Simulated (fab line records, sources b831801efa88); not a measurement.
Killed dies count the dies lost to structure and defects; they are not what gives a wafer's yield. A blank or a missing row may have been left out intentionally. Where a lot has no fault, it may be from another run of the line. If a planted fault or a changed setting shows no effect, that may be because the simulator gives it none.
Which tool did it? :: flow gf180mcu :: 7 lots, 21 wafers sampled, at 2 steps of a route of 602

== WHAT THE GAUGES SHOWED, per wafer ==
GF_M3_CD_MEAS_14: the cd target is 280 nm.
lot: L965
measured: day 22 21:05
on: cd_sem-02
cd_nm (nm): 279.4 279.8 278.1

lot: L968
measured: day 23 21:04
on: cd_sem-02
cd_nm (nm): 278.0 278.4 279.0

lot: L972
measured: day 25 03:54
on: cd_sem-02
cd_nm (nm): 277.9 278.0 278.9

lot: L974
measured: day 25 21:28
on: cd_sem-01
cd_nm (nm): 280.6 281.2 281.2

lot: L976
measured: day 26 14:19
on: cd_sem-01
cd_nm (nm): 279.9 281.3 279.6

lot: L979
measured: day 27 10:04
on: cd_sem-02
cd_nm (nm): 277.9 278.4 279.1

lot: L983
measured: day 28 20:58
on: cd_sem-01
cd_nm (nm): 281.7 281.0 280.7

== EACH LOT AND THE TOOL THAT RAN IT (in order: tool; ch and the chambers of the sampled wafers; start) ==
lot: L965
GF_V2_SPUTTER_21: pvd_sputter-04, day 21 21:06

lot: L968
GF_V2_SPUTTER_21: pvd_sputter-02, day 22 20:03

lot: L972
GF_V2_SPUTTER_21: pvd_sputter-03, day 24 05:46

lot: L974
GF_V2_SPUTTER_21: pvd_sputter-04, day 24 23:26

lot: L976
GF_V2_SPUTTER_21: pvd_sputter-03, day 25 16:32

lot: L979
GF_V2_SPUTTER_21: pvd_sputter-04, day 26 12:36

lot: L983
GF_V2_SPUTTER_21: pvd_sputter-02, day 28 00:43
- GF_V2_SPUTTER_21: material Ti, target thk 15 nm, time 80.02 s.

== THE ANSWER, worked out from the rows above alone ==
Rule: the lots themselves supply what counts as usual. Put in order of their means at a reading, lots are off if they are a third of the lots or fewer, leave a main group of 4 or more, and stand apart from it by a gap of 3 or more times the standard deviation of the main group's means; of several such gaps the widest counts. Not used: any main group whose means are identical at the precision the tables above print for the reading. Also off: a lot with no number at a reading for which 4 or more lots have one. The other lots that the step has rows for count as sound.
No lot is off on any of the readings shown, so nothing can be concluded from this.

== WHAT THE SIMULATOR PUT IN ==
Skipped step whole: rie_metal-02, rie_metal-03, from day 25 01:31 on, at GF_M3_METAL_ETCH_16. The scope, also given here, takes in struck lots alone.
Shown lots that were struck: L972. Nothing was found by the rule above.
